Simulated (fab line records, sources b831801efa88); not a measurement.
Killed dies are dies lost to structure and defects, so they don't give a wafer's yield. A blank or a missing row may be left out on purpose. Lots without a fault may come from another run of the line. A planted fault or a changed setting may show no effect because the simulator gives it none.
Which tool did it? | flow gf180mcu | 13 lots, 39 wafers sampled, at 5 steps of a route of 602

WHAT THE GAUGES READ, wafer by wafer
GF_NSD_CD_MEAS_07: target cd 400 nm. Usual: cd_nm 400.5 nm, standard deviation 2.5.
lot  | measured     | on        | cd_nm (nm)                          | flag
L542 | day 13 07:22 | cd_sem-02 | 395.9 397.0 399.3                   |
L543 | day 13 18:07 | cd_sem-01 | 398.9 397.7 398.2                   |
L544 | day 13 18:38 | cd_sem-02 | 396.8 398.6 396.2                   |
L546 | day 14 23:16 | cd_sem-02 | 398.0 399.3 400.1                   |
L553 | day 17 03:38 | cd_sem-02 | 407.7 407.6 410.2                   | OFF
L555 | day 17 16:25 | cd_sem-01 | 408.4 410.6 409.5 408.6 410.0 409.4 | OFF
L559 | day 19 08:45 | cd_sem-01 | 400.4 401.2 401.4                   |
L558 | day 19 07:52 | cd_sem-02 | 398.8 401.3 401.2                   |
L561 | day 20 03:49 | cd_sem-01 | 401.8 399.4 402.5                   |
L562 | day 20 11:39 | cd_sem-01 | 400.6 399.2 400.9                   |
L563 | day 20 14:49 | cd_sem-01 | 400.1 400.6 401.4                   |
L564 | day 20 21:58 | cd_sem-01 | 396.6 397.2 397.8                   |
L565 | day 21 07:44 | cd_sem-01 | 398.6 398.1 399.5                   |

GF_NSD_TW_MEAS_12. Usual: NSD_TW 4261, standard deviation 43.
lot  | measured     | on            | NSD_TW         | flag
L542 | day 13 07:56 | film_metro-03 | 4282 4284 4293 |
L543 | day 13 18:39 | film_metro-01 | 4238 4242 4236 |
L544 | day 13 19:11 | film_metro-03 | 4307 4315 4280 |
L546 | day 14 23:50 | film_metro-03 | 4300 4280 4259 |
L553 | day 17 04:11 | film_metro-04 | 4295 4308 4314 |
L555 | day 17 23:11 | film_metro-03 | 4312 4284 4304 |
L559 | day 19 09:19 | film_metro-04 | 4277 4290 4293 |
L558 | day 19 08:25 | film_metro-04 | 4269 4275 4271 |
L561 | day 20 04:23 | film_metro-01 | 4211 4165 4166 |
L562 | day 20 12:13 | film_metro-04 | 4276 4310 4299 |
L563 | day 20 15:28 | film_metro-04 | 4297 4292 4271 |
L564 | day 20 22:32 | film_metro-01 | 4173 4212 4205 |
L565 | day 21 08:17 | film_metro-01 | 4199 4222 4205 |

WHICH TOOL RAN EACH LOT (tool, then ch and the chambers of the sampled wafers, then the start)
lot  | GF_HV_LDD_STRIP_37                   | GF_HV_LDD_STRIP_49                   | GF_NSD_DEVELOP_06
L542 | plasma_asher-03 ch 0,1, day 11 14:00 | plasma_asher-01 ch 0,1, day 12 09:10 | litho_track-01 ch 0, day 13 07:13
L543 | plasma_asher-01 ch 0,1, day 11 22:13 | plasma_asher-03 ch 0,1, day 12 17:58 | litho_track-01 ch 0, day 13 17:58
L544 | plasma_asher-03 ch 0, day 12 00:04   | plasma_asher-02 ch 0,1, day 12 19:01 | litho_track-04 ch 0, day 13 18:30
L546 | plasma_asher-01 ch 0,1, day 13 02:44 | plasma_asher-01 ch 0,1, day 13 23:08 | litho_track-04 ch 0, day 14 23:07
L553 | plasma_asher-01 ch 0,1, day 15 04:20 | plasma_asher-01 ch 0,1, day 16 01:52 | litho_track-04 ch 0, day 17 03:29
L555 | plasma_asher-01 ch 0,1, day 15 16:17 | plasma_asher-03 ch 0,1, day 16 15:05 | litho_track-04 ch 0, day 17 16:16
L559 | plasma_asher-02 ch 0,1, day 17 04:07 | plasma_asher-02 ch 0,1, day 18 03:07 | litho_track-03 ch 0, day 19 08:36
L558 | plasma_asher-01 ch 0, day 17 04:46   | plasma_asher-01 ch 0,1, day 18 03:39 | litho_track-03 ch 0, day 19 07:44
L561 | plasma_asher-01 ch 0,1, day 18 00:28 | plasma_asher-03 ch 0,1, day 18 23:57 | litho_track-01 ch 0, day 20 03:40
L562 | plasma_asher-03 ch 0, day 18 08:23   | plasma_asher-01 ch 1, day 19 08:43   | litho_track-03 ch 0, day 20 11:30
L563 | plasma_asher-01 ch 0, day 18 11:43   | plasma_asher-03 ch 0,1, day 19 11:38 | litho_track-01 ch 0, day 20 14:40
L564 | plasma_asher-03 ch 0,1, day 18 16:50 | plasma_asher-03 ch 0,1, day 19 17:57 | litho_track-01 ch 0, day 20 21:49
L565 | plasma_asher-03 ch 0,1, day 19 04:35 | plasma_asher-02 ch 1, day 20 05:02   | litho_track-04 ch 0, day 21 07:35
- GF_HV_LDD_STRIP_37: strips in O2/N2.
- GF_HV_LDD_STRIP_49: strips in O2/N2.
- GF_NSD_DEVELOP_06: develop time 60 s.

WHAT THE TOOLS THEMSELVES READ (means of the sampled wafers that have a number; where no wafer has one, the mark that the record gives instead)
GF_HV_LDD_STRIP_37. Usual: drypump_motor_current_A 5.9 A, standard deviation 0.31; heater_power_w 311 W, standard deviation 24; oes_product_au 0.716 a.u., standard deviation 0.0048; strip_time_to_endpoint_s 12.64 s, standard deviation 0.037.
lot  | tool            | drypump_motor_current_A (A) | heater_power_w (W) | oes_product_au (a.u.) | strip_time_to_endpoint_s (s) | flag
L542 | plasma_asher-03 | 6.0                         | 289                | 0.715                 | 12.67                        |
L543 | plasma_asher-01 | 5.8                         | 329                | 0.717                 | 12.62                        |
L544 | plasma_asher-03 | 5.9                         | 307                | 0.717                 | 12.62                        |
L546 | plasma_asher-01 | 5.8                         | 330                | 0.712                 | 12.68                        |
L553 | plasma_asher-01 | 5.8                         | 328                | 0.718                 | 12.68                        |
L555 | plasma_asher-01 | 6.0                         | 330                | 0.714                 | 12.62                        |
L559 | plasma_asher-02 | 5.8                         | 297                | 0.718                 | 12.68                        |
L558 | plasma_asher-01 | 5.5                         | 328                | 0.717                 | 12.65                        |
L561 | plasma_asher-01 | 5.8                         | 330                | 0.715                 | 12.63                        |
L562 | plasma_asher-03 | 6.0                         | 313                | 0.715                 | 12.65                        |
L563 | plasma_asher-01 | 5.5                         | 328                | 0.713                 | 12.60                        |
L564 | plasma_asher-03 | 6.0                         | 300                | 0.716                 | 12.63                        |
L565 | plasma_asher-03 | 6.0                         | 301                | 0.716                 | 12.65                        |

GF_HV_LDD_STRIP_49. Usual: drypump_motor_current_A 5.91 A, standard deviation 0.3; heater_power_w 306 W, standard deviation 24; oes_product_au 0.717 a.u., standard deviation 0.0043; strip_time_to_endpoint_s 12.64 s, standard deviation 0.039.
lot  | tool            | drypump_motor_current_A (A) | heater_power_w (W) | oes_product_au (a.u.) | strip_time_to_endpoint_s (s) | flag
L542 | plasma_asher-01 | 5.78                        | 332                | 0.718                 | 12.68                        |
L543 | plasma_asher-03 | 6.00                        | 302                | 0.712                 | 12.62                        |
L544 | plasma_asher-02 | 5.90                        | 284                | 0.713                 | 12.59                        |
L546 | plasma_asher-01 | 6.07                        | 336                | 0.720                 | 12.68                        |
L553 | plasma_asher-01 | 6.07                        | 338                | 0.716                 | 12.65                        |
L555 | plasma_asher-03 | 5.97                        | 302                | 0.719                 | 12.63                        |
L559 | plasma_asher-02 | 5.72                        | 306                | 0.716                 | 12.63                        |
L558 | plasma_asher-01 | 5.79                        | 327                | 0.714                 | 12.56                        |
L561 | plasma_asher-03 | 5.97                        | 298                | 0.719                 | 12.57                        |
L562 | plasma_asher-01 | 6.32                        | 333                | 0.712                 | 12.66                        |
L563 | plasma_asher-03 | 5.98                        | 299                | 0.722                 | 12.64                        |
L564 | plasma_asher-03 | 5.97                        | 297                | 0.721                 | 12.70                        |
L565 | plasma_asher-02 | 5.56                        | 297                | 0.716                 | 12.68                        |

GF_NSD_DEVELOP_06. Usual: chill_plate_temp_C 22.99 C, standard deviation 0.094.
lot  | tool           | chill_plate_temp_C (C) | flag
L542 | litho_track-01 | 23.09                  |
L543 | litho_track-01 | 23.05                  |
L544 | litho_track-04 | 22.94                  |
L546 | litho_track-04 | 22.96                  |
L553 | litho_track-04 | 22.92                  |
L555 | litho_track-04 | 22.93                  |
L559 | litho_track-03 | 22.95                  |
L558 | litho_track-03 | 22.93                  |
L561 | litho_track-01 | 23.03                  |
L562 | litho_track-03 | 23.00                  |
L563 | litho_track-01 | 22.94                  |
L564 | litho_track-01 | 23.01                  |
L565 | litho_track-04 | 23.02                  |

THE ANSWER, worked out from the rows above alone
Rule: a lot is off if the mean of its wafers that have a number lies more than 3 standard deviations from the usual mean. A lot without any number at a reading at which 4 lots or more have one is off too. The other lots that the step has rows for count as sound. The gauges are gone through in route order, then the tools' own readings, and for those a lot's mean is taken as printed above. The first step at which some lot is off is used, and at that step the reading that is off furthest; a lot without a number counts as furthest.
Off: L553, L555, at GF_NSD_CD_MEAS_07 (cd_nm).
A tool fits if, at a process step before that reading, it ran every lot that is off, and no sound lot after the first of them. The gauges at GF_NSD_CD_MEAS_07 are tried like those tools. None of those tried fits.

WHAT THE SIMULATOR HAD PUT IN
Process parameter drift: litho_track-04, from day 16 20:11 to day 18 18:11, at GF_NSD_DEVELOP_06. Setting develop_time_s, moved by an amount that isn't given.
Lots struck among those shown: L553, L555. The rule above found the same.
